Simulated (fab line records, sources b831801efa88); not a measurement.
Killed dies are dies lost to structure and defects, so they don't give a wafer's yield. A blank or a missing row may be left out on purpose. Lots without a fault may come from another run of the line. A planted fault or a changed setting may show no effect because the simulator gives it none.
Chamber matching | flow sky130 | SKY_VIA2_CMP_02 on cmp-02: 4 sister chambers
The step polishes SiO2. 22 wafers are shown with their chamber, then 11 later ones without.

WAFERS WITH THEIR CHAMBER
wafer  | chamber | motor_current_A (A) | edge_zone_pressure_frac | slurry_flow_ml_min
L074.3 | 3       | 10.9                | 0.992                   | 150.1
L074.4 | 2       | 11.5                | 1.002                   | 150.5
L074.6 | 3       | 10.4                | 0.996                   | 150.1
L079.1 | 1       | 12.5                | 0.998                   | 150.1
L079.2 | 3       | 10.6                | 0.995                   | 149.3
L079.5 | 2       | 11.1                | 0.999                   | 150.5
L081.1 | 1       | 12.7                | 0.990                   | 149.7
L081.2 | 2       | 10.8                | 0.996                   | 149.9
L081.3 | 0       | 14.2                | 1.002                   | 150.0
L083.1 | 2       | 11.5                | 1.014                   | 149.5
L083.2 | 1       | 12.3                | 1.006                   | 150.2
L083.6 | 2       | 10.9                | 1.006                   | 150.3
L086.2 | 0       | 13.7                | 0.997                   | 150.1
L086.3 | 2       | 11.6                | 0.996                   | 150.0
L086.6 | 2       | 11.4                | 0.986                   | 150.0
L089.1 | 0       | 13.9                | 0.997                   | 149.5
L089.2 | 1       | 12.5                | 1.005                   | 150.4
L089.4 | 2       | 11.7                | 0.989                   | 151.3
L088.1 | 2       | 11.0                | 0.996                   | 149.6
L088.2 | 3       | 10.2                | 0.996                   | 150.5
L088.4 | 0       | 14.4                | 1.001                   | 150.4
L087.1 | 0       | 13.7                | 0.997                   | 150.2

SIGNATURES (means of the wafers above)
reading                 | chamber 0 | chamber 1 | chamber 2 | chamber 3 | scatter within a chamber
motor_current_A         | 13.980    | 12.500    | 11.278    | 10.525    | 0.299
edge_zone_pressure_frac | 0.99880   | 0.99975   | 0.99822   | 0.99475   | 0.00656
slurry_flow_ml_min      | 150.040   | 150.100   | 150.178   | 150.000   | 0.465
Rule: a wafer's distance from a chamber is the root of the sum, over the readings, of the square of ((its reading less the chamber's mean) divided by the reading's scatter). The wafer belongs to the nearest chamber; if the next one is less than 2 further off, it can't be placed. The scatter: the root of (the sum of the squares of (reading less its chamber's mean) over the shown wafers, divided by (wafers less chambers)).

WAFERS WITHOUT THEIR CHAMBER
wafer  | motor_current_A (A) | edge_zone_pressure_frac | slurry_flow_ml_min
L087.3 | 12.6                | 0.995                   | 149.6
L087.6 | 12.0                | 0.999                   | 149.4
L090.3 | 11.8                | 0.996                   | 150.0
L090.5 | 11.0                | 0.983                   | 150.6
L090.6 | 13.9                | 1.000                   | 150.1
L092.1 | 13.6                | 1.000                   | 149.9
L092.2 | 12.8                | 0.998                   | 149.4
L092.5 | 10.5                | 1.001                   | 150.3
L091.1 | 10.9                | 0.999                   | 149.1
L091.4 | 13.3                | 1.003                   | 150.1
L091.6 | 10.8                | 0.996                   | 149.5

WHICH CHAMBER EACH WENT THROUGH
wafer  | from the rows above     | in truth
L087.3 | 1                       | 1
L087.6 | can't be placed: 1 or 2 | 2
L090.3 | can't be placed: 2 or 1 | 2
L090.5 | can't be placed: 2 or 3 | 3
L090.6 | 0                       | 0
L092.1 | 0                       | 0
L092.2 | 1                       | 1
L092.5 | can't be placed: 3 or 2 | 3
L091.1 | can't be placed: 3 or 2 | 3
L091.4 | can't be placed: 0 or 1 | 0
L091.6 | can't be placed: 3 or 2 | 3
Placed correctly: 4 of 11. Can't be placed from these rows: 7 (the true chamber is among the candidates in 7). Placed wrongly: 0.
